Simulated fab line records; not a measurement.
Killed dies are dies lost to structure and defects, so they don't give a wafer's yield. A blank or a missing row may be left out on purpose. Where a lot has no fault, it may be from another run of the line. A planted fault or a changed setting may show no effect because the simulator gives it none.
Problem report, 8D (eight disciplines) form, completed by code -- flow sky130 -- the parts of the form that need people (team, actions taken, sign-off) are left out

## 1. THE PROBLEM
Mean of exposureDoseMJCm2 at SKY_VIA4_EXPOSE_08: 120.40 across 9 wafers in 3 lots; on wafers with no fault it is 132.01 (standard deviation 0.12). That is -97 standard deviations from the usual mean.
The step: exposes mask VIM4, target cd 800 nm.
Earliest sighting: wafer L987.1 on ilineStepper-02 at day 46 21:18. The record has a number at this step for 45 wafers belonging to 15 lots. By rule, "out" or "out of limits" means more than 4 standard deviations away from the usual mean. The other wafers with a number count as sound.

## 2. WHAT IT IS, WHAT IT ISN'T
question,is,is not
which readings at this step,exposureDoseMJCm2,-
which lots,"L987, L988, L990","L973, L975, L976, L977, L978, L980, L981, L982, L983, L993, L994, L996"
which wafers of those lots,all that have a number,-
read on which tools,ilineStepper-02,ilineStepper-01
when,from day 46 21:18,"up to then (27 sound wafers); but 9 sound wafers of L993, L994, L996 came after"

## 3. THE SUSPECTS, EACH WITH WHAT RULES IT OUT
Counting: a tool stays on the suspect list if, at a process step up to the reading, it processed all lots that are out and no sound lot following the first of them.
- ilineStepper-02 at SKY_VIA4_EXPOSE_08 (exposes mask VIM4, target cd 800 nm): kept. It ran every lot that is out, first L987 (day 46 21:18), and no sound lot after that; its last sound lot up to then is L983 (day 45 23:18). Out on those wafers are its own readings of exposureDoseMJCm2.
Remaining after the count: ilineStepper-02 at SKY_VIA4_EXPOSE_08.

## 4. THE CAUSE (what the simulator had put in)
Process parameter drift: ilineStepper-02, from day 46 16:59 on, at SKY_VIA4_EXPOSE_08. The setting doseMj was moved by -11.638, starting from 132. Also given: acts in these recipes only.
Counting left only this tool.

## 5. THE EFFECT CHAIN, in route order
One row per reading whose mean, taken over the struck wafers that have a number, lies over 3 standard deviations from the usual. Only readings for which the record gives a usual standard deviation are gone through. hours: the time from each lot's start at the first step in this table that gives one to its start at this step, as a median over the lots. sigmas: the change in usual standard deviations.
hours,step,reading,usual,on struck wafers,change,sigmas
0,SKY_VIA4_EXPOSE_08,exposureDoseMJCm2,132.01,120.40,-11.61,-97
It contains these process steps:
- SKY_VIA4_EXPOSE_08: exposes mask VIM4, target cd 800 nm.

## 6. HOW IT WOULD HAVE BEEN CAUGHT EARLIER
First out-of-limits reading in this record: day 46 21:18, which is 4 hours after fault onset at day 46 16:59.
